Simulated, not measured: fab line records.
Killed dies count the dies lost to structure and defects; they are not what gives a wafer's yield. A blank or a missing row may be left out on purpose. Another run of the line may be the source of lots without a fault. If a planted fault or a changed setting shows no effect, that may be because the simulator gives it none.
Check of tool commonality ; flow sky130 ; Lots sampled 14, wafers sampled 42

WHAT PROMPTED THE OPENING
Flagged at SKY_METAL3_CD_MEAS_13: reading cd_nm, on 2 of 14 lots. Fault-free wafers read 300.5 nm, with a standard deviation of 1.5.
Rule: a lot gets a flag if all its wafers with a number sit over 4 standard deviations from that mean, or if no wafer of it has a number. The other lots count as sound.

lot;measured;on;cd_nm (nm), wafer by wafer;flag
L426;day 38 14:50;cd_sem-02;300.3 298.8 300.9;
L427;day 39 12:43;cd_sem-01;297.5 298.4 299.4;
L428;day 39 13:45;cd_sem-02;300.5 300.6 299.5;
L429;day 40 05:19;cd_sem-02;300.5 299.5 298.9;
L431;day 40 08:12;cd_sem-02;298.4 300.1 300.2;
L430;day 40 13:37;cd_sem-01;301.8 300.2 300.1;
L434;day 41 10:09;cd_sem-02;301.8 302.6 302.0;
L435;day 41 23:31;cd_sem-02;371.9 369.9 370.6;FLAGGED
L436;day 42 09:25;cd_sem-01;370.2 373.7 372.2;FLAGGED
L440;day 43 16:01;cd_sem-02;301.4 301.2 301.8;
L441;day 44 03:21;cd_sem-02;298.4 298.4 297.1;
L444;day 45 01:18;cd_sem-01;302.0 301.6 301.5;
L448;day 45 12:11;cd_sem-01;300.8 302.1 302.8;
L447;day 45 15:10;cd_sem-02;300.4 300.0 300.4;
The mean of the flagged lots' numbers is 371.4 nm, +70.9 nm from the usual (+47 standard deviations).

WHICH TOOL EACH LOT WENT THROUGH
Before the reading, the record contains 2 process steps out of a 708-step route. Read each cell as the tool, then ch plus the chambers that the sampled wafers visited, then the start.
lot;flag;SKY_VIA2_CVD_21;SKY_METAL3_EXPOSE_10
L426;;cvd_w-01 ch 0,1, day 36 09:51;krf_scanner-01 ch 0, day 38 02:20
L427;;cvd_w-01 ch 0,1, day 37 06:19;krf_scanner-02 ch 0, day 39 00:03
L428;;cvd_w-02 ch 0,1, day 37 10:01;krf_scanner-01 ch 0, day 39 01:42
L429;;cvd_w-01 ch 0,1, day 38 01:15;krf_scanner-01 ch 0, day 39 16:49
L431;;cvd_w-02 ch 0,1, day 38 04:16;krf_scanner-02 ch 0, day 39 19:59
L430;;cvd_w-02 ch 0,1, day 38 08:41;krf_scanner-02 ch 0, day 40 01:17
L434;;cvd_w-02 ch 1, day 39 06:30;krf_scanner-02 ch 0, day 40 21:44
L435;FLAGGED;cvd_w-02 ch 0,1, day 39 20:40;krf_scanner-01 ch 0, day 41 11:46
L436;FLAGGED;cvd_w-02 ch 0,1, day 40 07:16;krf_scanner-01 ch 0, day 41 21:23
L440;;cvd_w-02 ch 0,1, day 41 15:35;krf_scanner-02 ch 0, day 43 04:44
L441;;cvd_w-01 ch 0,1, day 42 03:14;krf_scanner-02 ch 0, day 43 15:52
L444;;cvd_w-01 ch 0,1, day 43 02:02;krf_scanner-02 ch 0, day 44 14:18
L448;;cvd_w-02 ch 0,1, day 43 13:58;krf_scanner-02 ch 0, day 45 01:15
L447;;cvd_w-01 ch 0,1, day 43 16:41;krf_scanner-02 ch 0, day 45 04:38
What is done by these steps:
- SKY_VIA2_CVD_21: deposits W, target thk 420 nm, time 126.4 s.
- SKY_METAL3_EXPOSE_10: exposes mask MM3, target cd 300 nm.
- SKY_METAL3_CD_MEAS_13: target cd 300 nm.

FLAGGED OVER TOTAL, TOOL BY TOOL (the gauges that took the reading come last)
step;tool;lots run;flagged;share of the flagged lots;sound lots run after its first flagged lot
SKY_VIA2_CVD_21;cvd_w-01;6;0;none;-
SKY_VIA2_CVD_21;cvd_w-02;8;2;all;2 (L440,L448)
SKY_METAL3_EXPOSE_10;krf_scanner-01;5;2;all;0
SKY_METAL3_EXPOSE_10;krf_scanner-02;9;0;none;-
SKY_METAL3_CD_MEAS_13;cd_sem-01;5;1;some;2 (L444,L448)
SKY_METAL3_CD_MEAS_13;cd_sem-02;9;1;some;3 (L440,L441,L447)

WHAT IS ALLOWED BY THE TABLE
In 2 table rows, all flagged lots were run: cvd_w-02 (SKY_VIA2_CVD_21), krf_scanner-01 (SKY_METAL3_EXPOSE_10).
- cvd_w-02 at SKY_VIA2_CVD_21 ran 8 lots, 2 of them flagged. Sound lots followed the first flagged one (L440, L448) on it, something a lasting fault affecting the whole tool could not allow.
- krf_scanner-01 at SKY_METAL3_EXPOSE_10 ran 5 lots, 2 of them flagged. Last sound lot L429 at day 39 16:49, first flagged lot L435 at day 41 11:46; a fault beginning in between fits. Its own readings (exposure_dose_mJ_cm2) fall more than 4 standard deviations out on all wafers of the flagged lots.
Just one tool remains: krf_scanner-01 at SKY_METAL3_EXPOSE_10.

WHAT THE SIMULATOR HAD INSERTED
Drift in process parameters on krf_scanner-01 at SKY_METAL3_EXPOSE_10, starting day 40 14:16. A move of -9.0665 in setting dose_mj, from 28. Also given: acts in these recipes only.
Lots struck among those shown: L435, L436. The rule above found the same.
